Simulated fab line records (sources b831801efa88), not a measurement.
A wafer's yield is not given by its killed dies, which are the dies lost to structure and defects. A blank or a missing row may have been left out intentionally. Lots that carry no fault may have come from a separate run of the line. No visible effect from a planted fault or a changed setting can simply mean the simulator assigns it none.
Struck lot and sound lot, side by side -- flow sky130 -- 15 steps out of a route of 708
Sound: wafers L889.1, L889.4, L889.5. Struck: wafers L905.1, L905.3, L905.5. The cause comes at the end.
Order at every step that has rows: each side's tool, ch and its chambers, its first start. Under that, the readings that differ: sound wafers -- struck wafers -- difference of the means -- sigmas: that difference in standard deviations of wafers without a fault.
alike: words and numbers the same on both sides, and readings whose means are apart by under 2 such deviations; not compared: readings that were withheld, readings missing a value for some wafer, numbers with overlapping values and no deviation given by the record, and bounds like >300 which may hide the same value.
The two part at a step that has a row with sigmas, a row that says differs or no value, or rows on one side only. Numbers that have no deviation but don't overlap get no sigmas and don't part them. A reading that every wafer of one side lacks parts them only if that side has two wafers or more.

SKY_VIA4_OVL_MEAS_11:
  sound on overlay-01, day 42 16:04; struck on overlay-01, day 47 01:14
  alike: VIA4_OVL
SKY_VIA4_ETCH_12: etches SiO2 in C4F8/O2/Ar, stops on TiN, target depth 580 nm.
  sound on rie_diel-04 ch 1,3, day 42 16:06; struck on rie_diel-03 ch 0,1,2, day 47 01:17
  alike: oes_product_au, rf_fwd_power_W
then, 4 steps without rows for these wafers: SKY_VIA4_STRIP_13 (strips in O2/N2); SKY_VIA4_STRIP_14 (strips in post etch residue remover, time 1200 s); SKY_VIA4_CLEAN_15 (cleans in IPA, time 180 s); SKY_VIA4_CLEAN_16 (cleans in O3/DIW).
SKY_VIA4_SPUTTER_17: material TiN, target thk 20 nm, time 80 s.
  sound on pvd_sputter-01, day 42 16:46; struck on pvd_sputter-03, day 47 01:58
  alike: chamber_pressure_pa, throttle_valve_pct
SKY_VIA4_CVD_18: deposits W, target thk 505 nm, time 152.14 s.
  sound on cvd_w-01 ch 0,1, day 42 16:50; struck on cvd_w-01 ch 0,1, day 47 02:01
  alike: heater_power_w
SKY_VIA4_RS_MEAS_19: uses a four-point probe to measure.
  sound on film_metro-01, day 42 16:59; struck on film_metro-01, day 47 02:10
  alike: VIA4_W_RS
SKY_VIA4_THK_MEAS_20: measures by xrf.
  sound on film_metro-01, day 42 17:06; struck on film_metro-01, day 47 02:17
  alike: VIA4_W_THK
then, 1 step without rows for these wafers: SKY_VIA4_CMP_21 (polishes, stops on SiO2, t overpolish 25 s, target thk 0 nm).
SKY_METAL5_SPUTTER_00: material Ti, target thk 15 nm, time 10 s.
  sound on pvd_sputter-04, day 42 17:32; struck on pvd_sputter-04, day 47 02:39
  alike: chamber_pressure_pa, throttle_valve_pct
SKY_METAL5_SPUTTER_01: material TiN, target thk 20 nm, time 16.7 s.
  sound on pvd_sputter-04, day 42 17:33; struck on pvd_sputter-04, day 47 02:40
reading,sound,struck,difference,sigmas
model.TiN_of_METAL5_SPUTTER_01.thk_nm (nm),19.99 20.03 20.18,33.28 33.42 33.3,+13.27,
  alike: chamber_pressure_pa, throttle_valve_pct
SKY_METAL5_SPUTTER_02: material AlCu, target thk 1150 nm, time 61.2 s.
  sound on pvd_sputter-04, day 42 17:35; struck on pvd_sputter-04, day 47 02:42
  alike: chamber_pressure_pa, throttle_valve_pct
-- the record jumps here: 3 days lie between the struck wafers' starts before and after (it left off in module METAL5 and takes up again in module PAD_OPEN, whose first step shown is number 708 of the route) --
SKY_PAD_OPEN_PROBE_99:
  sound on prober-01, day 45 16:36; struck on prober-01, day 49 16:24
  alike: defect_limited_yield, killed_at_M0_to_M3, killed_at_M4_up, killed_at_contacts, killed_at_front_end, killed_at_other, killed_dies, killed_on_rim, killed_open, killed_short

## WHERE THEY PART
Nowhere in this record.

WHY: what the simulator had put in
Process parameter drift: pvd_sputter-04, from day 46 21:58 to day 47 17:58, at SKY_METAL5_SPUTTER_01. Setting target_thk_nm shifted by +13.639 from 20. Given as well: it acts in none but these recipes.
